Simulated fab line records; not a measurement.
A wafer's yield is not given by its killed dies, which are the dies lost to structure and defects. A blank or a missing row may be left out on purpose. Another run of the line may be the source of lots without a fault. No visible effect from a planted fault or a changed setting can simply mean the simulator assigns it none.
Which tool did it? -- flow sky130 -- 11 lots with 33 wafers sampled at 7 steps, on a route of 708 steps

## WHAT EACH GAUGE READ, for each wafer
SKY_SD_N_CD_MEAS_07: the cd target is 380 nm.
lot,measured,on,cd_nm (nm)
L122,day 28 03:46,cd_sem-02,384.0 382.2 382.2
L123,day 28 07:07,cd_sem-02,382.3 379.8 380.9
L129,day 30 17:43,cd_sem-02,377.8 377.2 378.6
L130,day 31 05:14,cd_sem-02,383.3 382.2 382.4
L133,day 31 22:59,cd_sem-01,379.6 378.5 381.3
L138,day 33 08:43,cd_sem-01,380.5 379.8 378.8
L140,day 34 00:31,cd_sem-02,377.1 376.6 376.1
L141,day 34 08:13,cd_sem-01,379.4 378.9 379.0
L142,day 34 14:57,cd_sem-01,379.7 380.5 381.3
L143,day 34 19:23,cd_sem-01,379.8 381.5 379.1
L144,day 34 23:34,cd_sem-01,382.0 379.2 379.2

SKY_LI_CONTACT_CD_MEAS_12: the cd target is 170 nm.
lot,measured,on,cd_nm (nm)
L122,day 29 10:07,cd_sem-01,170.3 171.5 171.8
L123,day 29 13:35,cd_sem-02,170.2 168.9 170.2
L129,day 31 23:13,cd_sem-02,169.1 169.7 166.3
L130,day 32 10:59,cd_sem-01,168.4 168.0 169.2
L133,day 33 04:19,cd_sem-01,171.9 170.7 171.2
L138,day 34 12:32,cd_sem-01,168.1 168.5 169.0
L140,day 35 04:42,cd_sem-01,170.4 170.8 170.4
L141,day 35 11:53,cd_sem-01,170.2 169.6 170.6
L142,day 35 19:03,cd_sem-01,171.1 171.3 170.2
L143,day 35 23:17,cd_sem-02,169.5 168.5 169.2
L144,day 36 03:19,cd_sem-02,169.9 171.2 170.0

SKY_LI_CONTACT_RS_MEAS_22: the measuring method here is four-point-probe.
lot,measured,on,LI_CONTACT_W_RS (ohm/sq)
L122,day 29 10:58,film_metro-01,0.2674 0.2718 0.2698
L123,day 29 14:26,film_metro-04,0.2690 0.2711 0.2671
L129,day 32 00:03,film_metro-01,0.2342 0.2327 0.2313
L130,day 32 11:52,film_metro-02,0.2351 0.2364 0.2343
L133,day 33 05:11,film_metro-01,0.2652 0.2674 0.2643
L138,day 34 13:23,film_metro-01,0.2630 0.2636 0.2647
L140,day 35 05:34,film_metro-01,0.2713 0.2736 0.2719
L141,day 35 12:44,film_metro-04,0.2674 0.2635 0.2672
L142,day 35 19:53,film_metro-04,0.2694 0.2718 0.2712
L143,day 36 00:19,film_metro-04,0.2690 0.2698 0.2699
L144,day 36 04:20,film_metro-04,0.2640 0.2655 0.2691

SKY_LI_CONTACT_THK_MEAS_23: measures by xrf.
lot,measured,on,LI_CONTACT_W_THK (nm)
L122,day 29 11:04,film_metro-01,429 420 426
L123,day 29 14:32,film_metro-04,424 421 422
L129,day 32 00:10,film_metro-01,500 504 509
L130,day 32 11:59,film_metro-02,471 469 468
L133,day 33 05:17,film_metro-01,438 433 436
L138,day 34 13:29,film_metro-01,434 432 431
L140,day 35 05:41,film_metro-01,423 419 425
L141,day 35 12:51,film_metro-04,428 432 427
L142,day 35 20:01,film_metro-04,423 416 422
L143,day 36 00:26,film_metro-04,416 415 418
L144,day 36 04:26,film_metro-04,424 423 420

SKY_LOCAL_INTERCONNECT_THK_MEAS_02: measures by xrf.
lot,measured,on,LOCAL_INTERCONNECT_TIN_THK (nm)
L122,day 29 11:37,film_metro-04,100.7 101.5 101.8
L123,day 29 15:05,film_metro-04,100.7 102.0 101.5
L129,day 32 00:42,film_metro-03,102.8 103.2 103.0
L130,day 32 12:32,film_metro-04,101.7 101.3 101.8
L133,day 33 05:50,film_metro-04,101.9 102.1 100.6
L138,day 34 14:02,film_metro-03,103.9 104.0 104.9
L140,day 35 06:13,film_metro-03,101.2 103.1 101.4
L141,day 35 13:23,film_metro-04,101.8 101.9 102.6
L142,day 35 20:34,film_metro-02,102.4 102.8 103.3
L143,day 36 00:59,film_metro-03,100.3 100.6 100.9
L144,day 36 04:59,film_metro-03,100.6 100.3 99.9

## WHICH TOOL RAN EACH LOT (tool, then ch and the chambers of the sampled wafers, then the start)
lot,SKY_LI_CONTACT_CVD_21,SKY_LI_CONTACT_CMP_24
L122,"cvd_w-02 ch 0,1, day 29 10:49","cmp-02 ch 0,3, day 29 11:10"
L123,"cvd_w-01 ch 0,1, day 29 14:19","cmp-01 ch 2,3, day 29 14:35"
L129,"cvd_w-02 ch 0,1, day 31 23:54","cmp-01 ch 0,2,3, day 32 00:13"
L130,"cvd_w-02 ch 0,1, day 32 11:44","cmp-02 ch 0,1,3, day 32 12:08"
L133,"cvd_w-01 ch 0,1, day 33 05:02","cmp-01 ch 0,1,2, day 33 05:26"
L138,"cvd_w-01 ch 0, day 34 13:14","cmp-02 ch 1,2,3, day 34 13:32"
L140,"cvd_w-01 ch 0,1, day 35 05:26","cmp-01 ch 1,2,3, day 35 05:44"
L141,"cvd_w-02 ch 0,1, day 35 12:36","cmp-02 ch 1,2,3, day 35 12:55"
L142,"cvd_w-02 ch 0,1, day 35 19:46","cmp-02 ch 0,3, day 35 20:05"
L143,"cvd_w-02 ch 0,1, day 36 00:11","cmp-01 ch 0,1,3, day 36 00:36"
L144,"cvd_w-02 ch 0,1, day 36 04:11","cmp-01 ch 1,2,3, day 36 04:35"
- SKY_LI_CONTACT_CVD_21: deposits W, target thk 400 nm, time 120.56 s.
- SKY_LI_CONTACT_CMP_24: polishes, stops on PSG, t overpolish 20 s, target thk 0 nm.

## WHAT THE TOOLS THEMSELVES READ (means of the sampled wafers that have a number; where no wafer has one, the mark that the record gives instead)
SKY_LI_CONTACT_CVD_21.
lot,tool,heater_power_w (W)
L122,cvd_w-02,906
L123,cvd_w-01,842
L129,cvd_w-02,822
L130,cvd_w-02,829
L133,cvd_w-01,837
L138,cvd_w-01,859
L140,cvd_w-01,833
L141,cvd_w-02,822
L142,cvd_w-02,828
L143,cvd_w-02,849
L144,cvd_w-02,911

SKY_LI_CONTACT_CMP_24.
lot,tool,edge_zone_pressure_frac,motor_current_A (A),slurry_filter_dp_kPa (kPa),slurry_flow_ml_min,time_to_endpoint_s (s)
L122,cmp-02,1.004,12.2,13.47,149.8,104
L123,cmp-01,0.999,10.7,13.41,150.0,107
L129,cmp-01,1.000,11.2,13.49,149.4,114
L130,cmp-02,0.999,11.3,13.55,150.5,114
L133,cmp-01,1.000,11.9,13.53,149.9,105
L138,cmp-02,1.001,11.1,13.56,149.7,106
L140,cmp-01,1.001,10.9,13.50,149.6,100
L141,cmp-02,1.004,11.0,13.54,149.9,111
L142,cmp-02,1.000,11.5,13.58,149.9,104
L143,cmp-01,0.997,11.5,13.49,150.1,102
L144,cmp-01,1.001,11.4,13.48,150.4,104

## THE ANSWER, worked out from the rows above alone
Rule: what is usual is taken from the lots themselves. The widest of any qualifying gaps counts: lots, ordered by their means at a reading, are off when they make up no more than a third of the lots, leave a main group of 4 or more, and stand apart from it by 3 or more times the standard deviation of that group's means. If all means in a main group match to the digits the tables above print for the reading, that group is not used. Also off: a lot with no number at a reading for which 4 or more lots have one. The other lots that the step has rows for count as sound. Order of review: gauges by route order, followed by the tools' own readings, for which a lot's mean as printed above is used. At the first step where some lot is off, the reading lying furthest off is the one used; lots without a number count as furthest.
Off: L129, L130, seen at SKY_LI_CONTACT_RS_MEAS_22 (LI_CONTACT_W_RS). The main group has a mean of 0.2681 ohm/sq with a standard deviation of 0.0026.
A tool fits if, at a process step before that reading, it ran every lot that is off, and no sound lot after the first of them. Those tools and the gauges at SKY_LI_CONTACT_RS_MEAS_22 are tried in the same way. None of those tried fits.

## WHAT THE SIMULATOR HAD PUT IN
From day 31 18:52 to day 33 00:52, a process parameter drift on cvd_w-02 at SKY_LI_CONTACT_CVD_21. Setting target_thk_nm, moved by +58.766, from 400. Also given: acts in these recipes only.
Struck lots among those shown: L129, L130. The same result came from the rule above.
